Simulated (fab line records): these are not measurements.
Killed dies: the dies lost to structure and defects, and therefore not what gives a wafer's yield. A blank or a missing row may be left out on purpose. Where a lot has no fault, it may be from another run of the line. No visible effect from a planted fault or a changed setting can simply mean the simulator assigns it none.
8D (eight disciplines) problem report, filled in by code + flow gf180mcu + the parts of the form that need people (team, actions taken, sign-off) are left out

## 1. THE ISSUE
Mean of heater_power_total_W at GF_POLY_GATE_SOFTBAKE_06: 92.39 W across 6 wafers in 2 lots; on wafers with no fault it is 93.04 W (standard deviation 0.067). Measured from the usual mean, that is -9.7 standard deviations.
The step: time 60 s.
Earliest sighting: wafer L328.1 on litho_track-03 at day 12 22:00. At this step, 42 wafers from 14 lots have a number in the record. Rule for "out", or "out of limits": more than 4 standard deviations from the usual mean. All remaining wafers that have a number are taken as sound.

## 2. WHAT THIS IS AND IS NOT
| question                    | is                     | is not                                                                          |
|-----------------------------|------------------------|---------------------------------------------------------------------------------|
| which readings at this step | heater_power_total_W   | -                                                                               |
| which lots                  | L328, L329             | L314, L315, L317, L319, L320, L321, L322, L323, L324, L333, L334, L337          |
| which wafers of those lots  | all that have a number | -                                                                               |
| read on which tools         | litho_track-03         | litho_track-01, litho_track-02                                                  |
| when                        | from day 12 22:00      | up to then (27 sound wafers); but 9 sound wafers of L333, L334, L337 came after |

## 3. THE SUSPECTS, EACH WITH WHAT RULES IT OUT
Counting: a tool at any process step up to the reading remains a suspect when it ran all the lots that are out and ran no sound lot after the first of those.
- litho_track-03 at GF_POLY_GATE_SOFTBAKE_06 (time 60 s): kept. Every lot that is out went through it, starting with L328 (day 12 22:00), and after that it ran no sound lot; the last sound lot it ran before then is L323 (day 11 11:00). Out on those wafers are its own readings of heater_power_total_W.
The count leaves litho_track-03 at GF_POLY_GATE_SOFTBAKE_06.

## 4. THE CAUSE (what the simulator had put in)
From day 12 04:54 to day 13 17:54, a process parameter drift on litho_track-03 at GF_POLY_GATE_SOFTBAKE_06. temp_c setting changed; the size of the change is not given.
After counting, this tool was the only one left.

## 5. SEQUENCE OF EFFECTS, ordered by route
Each row: a reading where the mean over the struck wafers with a number is more than 3 standard deviations away from the usual. Only readings for which the record gives a usual standard deviation are gone through. hours: the time from each lot's start at the first step in this table that gives one to its start at this step, as a median over the lots. sigmas: the change in usual standard deviations.
| hours | step                     | reading              | usual    | on struck wafers | change | sigmas |
|-------|--------------------------|----------------------|----------|------------------|--------|--------|
| 0     | GF_POLY_GATE_SOFTBAKE_06 | heater_power_total_W | 93.04 W  | 92.39            | -0.65  | -9.7   |
| 0     | GF_POLY_GATE_SOFTBAKE_06 | plate_temp_C         | 129.97 C | 129.41           | -0.56  | -4.3   |
The process steps in it:
- GF_POLY_GATE_SOFTBAKE_06: time 60 s.

## 6. WHAT WOULD HAVE CAUGHT IT SOONER
17 hours passed between the start of the fault at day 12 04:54 and the first reading out of limits in this record, taken at day 12 22:00.
